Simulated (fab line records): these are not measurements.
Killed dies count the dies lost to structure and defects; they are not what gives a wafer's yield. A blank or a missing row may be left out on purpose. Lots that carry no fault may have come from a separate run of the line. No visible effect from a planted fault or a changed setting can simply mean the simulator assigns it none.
2 desks looking at one fault / flow sky130 / each desk holds nothing but its own numbers, with what lay behind them at the end

## TOOL OWNER'S DESK, krf-scanner-01
The tool's own readings at SKY_POLY_GATE_EXPOSE_10 (exposes mask P1M, target cd 150 nm): means of the sampled wafers that have a number, for each lot that ran on this tool. If a lot's mean is further than 4 standard deviations from the usual mean, the lot is out of limits and carries the mark OUT (the distance appears in the brackets).
Columns: A = exposure-dose-mJ-cm2 at SKY_POLY_GATE_EXPOSE_10, usual 27.98; B = reticle-temp-C at SKY_POLY_GATE_EXPOSE_10, usual 23.01 C
lot=L413; first seen here=day 16 17:21; A=28.01; B=23.04
lot=L414; first seen here=day 16 22:02; A=27.98; B=22.99
lot=L416; first seen here=day 17 11:54; A=27.98; B=23.14
lot=L417; first seen here=day 17 18:55; A=27.96; B=23.10
lot=L418; first seen here=day 18 03:35; A=27.97; B=23.02
lot=L419; first seen here=day 18 07:32; A=31.42 (+99 or more) OUT; B=23.10
lot=L420; first seen here=day 18 13:48; A=31.37 (+99 or more) OUT; B=22.88
lot=L421; first seen here=day 19 02:37; A=30.71 (+88) OUT; B=23.03
lot=L422; first seen here=day 19 08:35; A=30.21 (+72) OUT; B=23.13
This desk's verdict: out of limits on L419, L420, L421, L422, starting with L419 at day 18 07:32 (exposure-dose-mJ-cm2 at SKY_POLY_GATE_EXPOSE_10). In limits: L413, L414, L416, L417, L418.

## FROM THE METROLOGY DESK
What the gauges read for every lot (on any tool): the sampled wafers with a number, averaged. If a lot's mean is further than 4 standard deviations from the usual mean, the lot is out of limits and carries the mark OUT (the distance appears in the brackets).
Columns: A = SONOS_ONO_CVD_04_THK at SKY_SONOS_ONO_THK_MEAS_05, usual 5.70 nm; B = cd-nm at SKY_POLY_GATE_CD_MEAS_13, usual 149.2 nm; C = LDD_P_OVL at SKY_LDD_P_OVL_MEAS_08, usual 0.2 nm; D = LDD_HVN_OVL at SKY_LDD_HVN_OVL_MEAS_07, usual -0.4 nm
lot=L413; first seen here=day 12 09:21; A=5.69; B=149.8; C=0.4; D=-0.7
lot=L415; first seen here=day 12 13:10; A=5.78; B=148.9; C=-1.2; D=-0.9
lot=L414; first seen here=day 12 14:32; A=5.97; B=149.7; C=0.3; D=-1.6
lot=L416; first seen here=day 13 04:34; A=5.63; B=152.3; C=0.7; D=0.8
lot=L417; first seen here=day 13 06:09; A=5.69; B=151.8; C=1.5; D=-0.9
lot=L418; first seen here=day 13 18:05; A=5.70; B=148.1; C=0.7; D=-1.0
lot=L419; first seen here=day 13 20:55; A=5.63; B=131.4 (-11) OUT; C=1.6; D=0.0
lot=L420; first seen here=day 14 00:57; A=5.82; B=128.7 (-13) OUT; C=0.2; D=0.6
lot=L421; first seen here=day 14 12:16; A=5.71; B=133.4 (-9.9) OUT; C=-1.4; D=1.4
lot=L422; first seen here=day 14 16:37; A=5.77; B=134.4 (-9.2) OUT; C=1.0; D=0.7
lot=L429; first seen here=day 16 20:51; A=5.77; B=147.6; C=-2.0; D=-0.2
lot=L433; first seen here=day 18 04:25; A=5.72; B=148.7; C=-0.4; D=1.1
lot=L436; first seen here=day 19 11:32; A=5.81; B=147.3; C=1.7; D=-0.4
This desk's verdict: out of limits on L419, L420, L421, L422, starting with L419 at day 18 22:26 (cd-nm at SKY_POLY_GATE_CD_MEAS_13). In limits: L413, L415, L414, L416, L417, L418, L429, L433, L436.

## TAKEN TOGETHER
An alarm could have come from the tool owner's desk at day 18 07:32, on L419, L420, L421, L422.
An alarm was possible from the metrology desk at day 18 22:26, on L419, L420, L421, L422.
On krf-scanner-01, each named lot ran SKY_POLY_GATE_EXPOSE_10.

## WHAT HAD BEEN PUT IN BY THE SIMULATOR
Process parameter drift: krf-scanner-01, from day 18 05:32 on, at SKY_POLY_GATE_EXPOSE_10. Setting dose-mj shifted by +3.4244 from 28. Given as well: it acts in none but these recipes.
Shown lots that were struck: L419, L420, L421, L422.
Hours from the fault's start to each desk's first reading out of limits: the tool owner's desk, 2; the metrology desk, 17.
